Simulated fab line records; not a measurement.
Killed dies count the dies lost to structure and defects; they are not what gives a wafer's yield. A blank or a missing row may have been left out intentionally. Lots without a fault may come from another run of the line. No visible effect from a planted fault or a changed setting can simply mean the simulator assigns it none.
A struck lot beside a sound one -- flow sky130 -- 15 out of 708 route steps
Sound: the wafers L717.1, L717.3, L717.6. Struck: wafers L714.1, L714.2, L714.4. The cause is given at the end.
Order at every step that has rows: each side's tool, ch and its chambers, its first start. Under that, the readings that differ: sound wafers -- struck wafers -- difference of the means -- sigmas: that difference in standard deviations of wafers without a fault.
alike: readings with means less than 2 such deviations apart, plus words and numbers identical on both sides. not compared: withheld readings, readings lacking a value on some wafer, bounds such as >300 that could conceal the same value, and numbers that have no deviation in the record and whose values overlap.
A row with sigmas, a row that says differs or no value, or rows on one side alone: a step with any of these is where the two part. Numbers that have no deviation but don't overlap get no sigmas and don't part them. A reading missing from all wafers of one side parts the sides only when that side holds two or more wafers.

first, 1 step without rows for these wafers: SKY_VT_ADJUST_NCORE_IMPLANT_09.
SKY_VT_ADJUST_NCORE_STRIP_10: strips in O2/N2.
  sound on plasma asher-04 ch 0,1, day 15 03:47; struck on plasma asher-01 ch 0,1, day 14 05:15
reading,sound,struck,difference,sigmas
strip time to endpoint s (s),14.23 14.22 14.18,14.08 14.10 14.12,-0.11,-2
  alike: drypump motor current A, oes product au
  not compared: rf hours counter h
SKY_VT_ADJUST_NCORE_TW_MEAS_11:
  sound on film metro-02, day 15 03:53; struck on film metro-01, day 14 05:21
reading,sound,struck,difference,sigmas
VT_ADJUST_NCORE_TW,216.5 216.5 217.9,220.2 220.6 220.5,+3.5,+2
then, 7 steps without rows for these wafers: SKY_VT_ADJUST_HVTR_DEHYDRATE_00 (time 60 s); SKY_VT_ADJUST_HVTR_HMDS_01 (prime time 60 s); SKY_VT_ADJUST_HVTR_COAT_02 (resist thk 1140 nm); SKY_VT_ADJUST_HVTR_SOFTBAKE_03 (time 60 s); SKY_VT_ADJUST_HVTR_EXPOSE_04 (exposes mask HVTRM, target cd 380 nm); SKY_VT_ADJUST_HVTR_PEB_05; SKY_VT_ADJUST_HVTR_DEVELOP_06 (develop time 60 s).
SKY_VT_ADJUST_HVTR_CD_MEAS_07: the cd target is 380 nm.
  sound on cd sem-01, day 16 05:37; struck on cd sem-01, day 15 07:56
  alike: cd nm
SKY_VT_ADJUST_HVTR_OVL_MEAS_08:
  sound on overlay-01, day 16 05:44; struck on overlay-02, day 15 08:03
  alike: VT_ADJUST_HVTR_OVL
SKY_VT_ADJUST_HVTR_IMPLANT_09:
  struck on implanter-01, day 15 08:05; sound on implanter-03 ch 0, day 16 05:46
  no value came back on the struck wafers for beam energy keV, beam on s (s), dose ions cm2; on the sound wafers beam energy keV reads 9.9964 10.001 9.9989
SKY_VT_ADJUST_HVTR_STRIP_10: strips in O2/N2.
  sound on plasma asher-04 ch 0,1, day 16 05:55; struck on plasma asher-01 ch 0,1, day 15 08:14
  alike: drypump motor current A, oes product au, strip time to endpoint s
  not compared: rf hours counter h
SKY_VT_ADJUST_HVTR_TW_MEAS_11:
  sound on film metro-02, day 16 06:01; struck on film metro-03, day 15 08:20
reading,sound,struck,difference,sigmas
VT_ADJUST_HVTR_TW,207.4 206.4 208.0,29.8 29.8 29.8,-177.5,-99 or more

WHERE THEY PART
Earliest at SKY_VT_ADJUST_NCORE_STRIP_10; latest, in this record, at SKY_VT_ADJUST_HVTR_TW_MEAS_11.

WHY: whatever the simulator had introduced
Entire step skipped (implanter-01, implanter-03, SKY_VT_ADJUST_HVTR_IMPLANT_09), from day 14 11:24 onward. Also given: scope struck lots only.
